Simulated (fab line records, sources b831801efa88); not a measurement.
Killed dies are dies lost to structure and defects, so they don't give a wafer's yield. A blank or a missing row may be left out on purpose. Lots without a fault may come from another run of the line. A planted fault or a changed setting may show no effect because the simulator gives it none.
Chamber matching | flow sky130 | SKY_LI_CONTACT_CMP_02 on cmp-02: 4 sister chambers
The step polishes PSG. 14 wafers are shown with their chamber, then 7 later ones without.

WAFERS WITH THEIR CHAMBER
wafer  | chamber | motor_current_A (A) | time_to_endpoint_s (s) | slurry_flow_ml_min
L825.1 | 2       | 11.0                | 32.2                   | 150.4
L825.4 | 3       | 13.3                | 28.9                   | 150.3
L825.6 | 0       | 12.8                | 31.8                   | 150.0
L827.1 | 3       | 14.1                | 27.3                   | 149.9
L827.4 | 2       | 11.2                | 31.7                   | 150.3
L827.6 | 1       | 11.3                | 35.0                   | 149.2
L830.4 | 1       | 11.2                | 39.5                   | 149.7
L830.5 | 1       | 11.2                | 39.1                   | 150.6
L830.6 | 2       | 12.1                | 38.7                   | 151.1
L833.1 | 3       | 14.1                | 30.5                   | 150.5
L833.2 | 1       | 11.3                | 37.0                   | 151.0
L833.4 | 0       | 13.7                | 32.0                   | 150.7
L834.2 | 3       | 13.8                | 36.1                   | 150.8
L834.3 | 1       | 11.1                | 36.8                   | 150.4

SIGNATURES (means of the wafers above)
reading            | chamber 0 | chamber 1 | chamber 2 | chamber 3 | scatter within a chamber
motor_current_A    | 13.250    | 11.220    | 11.433    | 13.825    | 0.393
time_to_endpoint_s | 31.900    | 37.480    | 34.200    | 30.700    | 2.97
slurry_flow_ml_min | 150.350   | 150.180   | 150.600   | 150.375   | 0.56
Rule: a wafer's distance from a chamber is the root of the sum, over the readings, of the square of ((its reading less the chamber's mean) divided by the reading's scatter). The wafer belongs to the nearest chamber; if the next one is less than 2 further off, it can't be placed. The scatter: the root of (the sum of the squares of (reading less its chamber's mean) over the shown wafers, divided by (wafers less chambers)).

WAFERS WITHOUT THEIR CHAMBER
wafer  | motor_current_A (A) | time_to_endpoint_s (s) | slurry_flow_ml_min
L834.6 | 10.9                | 38.6                   | 150.2
L836.1 | 13.0                | 32.3                   | 151.3
L836.4 | 11.4                | 39.2                   | 150.1
L836.5 | 11.2                | 39.0                   | 150.1
L847.1 | 11.7                | 34.7                   | 150.0
L847.2 | 13.0                | 31.3                   | 150.6
L847.5 | 11.1                | 33.0                   | 149.7

WHICH CHAMBER EACH WENT THROUGH
wafer  | from the rows above     | in truth
L834.6 | can't be placed: 1 or 2 | 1
L836.1 | can't be placed: 0 or 3 | 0
L836.4 | can't be placed: 1 or 2 | 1
L836.5 | can't be placed: 1 or 2 | 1
L847.1 | can't be placed: 2 or 1 | 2
L847.2 | can't be placed: 0 or 3 | 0
L847.5 | can't be placed: 1 or 2 | 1
Placed correctly: 0 of 7. Can't be placed from these rows: 7 (the true chamber is among the candidates in 7). Placed wrongly: 0.
